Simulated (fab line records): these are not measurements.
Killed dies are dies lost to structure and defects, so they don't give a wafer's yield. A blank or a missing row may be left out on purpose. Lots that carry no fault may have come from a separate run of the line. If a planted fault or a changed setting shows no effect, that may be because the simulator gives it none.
2 desks, one fault | flow sky130 | every desk sees just its own numbers, and what lay behind them comes last

== THE TOOL OWNER'S DESK: litho track-03 ==
At SKY_POLY_GATE_SOFTBAKE_09 (time 90 s), the tool's own readings, given per lot that ran on this tool as the mean of the sampled wafers with a number. Any lot whose mean is over 4 standard deviations away from the usual mean is out of limits and marked OUT; that distance is given in the brackets.
Columns: A = heater power total W at SKY_POLY_GATE_SOFTBAKE_09, usual 57.36 W; B = plate temp C at SKY_POLY_GATE_SOFTBAKE_09, usual 100.05 C; C = resist line temp C at SKY_POLY_GATE_SOFTBAKE_09, usual 22.99 C
lot  | first seen here | A               | B               | C
L629 | day 17 15:00    | 57.21           | 100.12          | 23.04
L630 | day 18 02:00    | 57.43           | 100.21          | 23.05
L632 | day 18 18:00    | 52.93 (-37) OUT | 94.37 (-44) OUT | 23.10
L634 | day 19 14:00    | 53.01 (-36) OUT | 94.52 (-43) OUT | 23.03
L642 | day 23 03:00    | 57.29           | 99.96           | 23.04
This desk's finding: out of limits on L632, L634; first on L632, day 18 18:00 (heater power total W at SKY_POLY_GATE_SOFTBAKE_09). L629, L630, L642 stayed within limits.

== FROM THE METROLOGY DESK ==
Lot by lot, what the gauges showed, no matter which tool ran the lot: averages of those sampled wafers that carry a number. Any lot whose mean is over 4 standard deviations away from the usual mean is out of limits and marked OUT; that distance is given in the brackets.
Columns: A = POLY_GATE_TW at SKY_RES_PROTECT_TW_MEAS_08, usual 4042; B = POLY_GATE_CVD_03_THK at SKY_POLY_GATE_THK_MEAS_04, usual 74.4 nm; C = cd nm at SKY_POLY_GATE_CD_MEAS_13, usual 149.9 nm; D = POLY_GATE_OVL at SKY_POLY_GATE_OVL_MEAS_14, usual 2 nm
lot  | first seen here | A    | B    | C     | D
L629 | day 16 23:01    | 4068 | 74.8 | 152.9 | 4
L630 | day 17 08:44    | 4041 | 74.1 | 147.5 | 7
L632 | day 18 02:34    | 4022 | 75.1 | 150.8 | 3
L634 | day 18 21:26    | 4062 | 74.4 | 153.0 | 10
L639 | day 21 17:08    | 4065 | 73.3 | 151.3 | 4
L642 | day 22 11:05    | 4032 | 74.3 | 150.1 | -2
This desk's finding: nothing out of limits on any of the 6 lots.

== PUT TOGETHER ==
On L632, L634, at day 18 18:00, an alarm was possible from the tool owner's desk.
At the metrology desk, nothing out of limits was observed.
The metrology desk has L632, L634 on record, within its limits.
On litho track-03, each named lot ran SKY_POLY_GATE_SOFTBAKE_09.

== WHAT THE SIMULATOR PUT IN ==
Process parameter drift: litho track-03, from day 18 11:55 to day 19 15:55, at SKY_POLY_GATE_SOFTBAKE_09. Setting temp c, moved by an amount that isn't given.
Shown lots that were struck: L632, L634.
Time in hours from fault onset to the first out-of-limits reading at each desk: the tool owner's desk, 6.
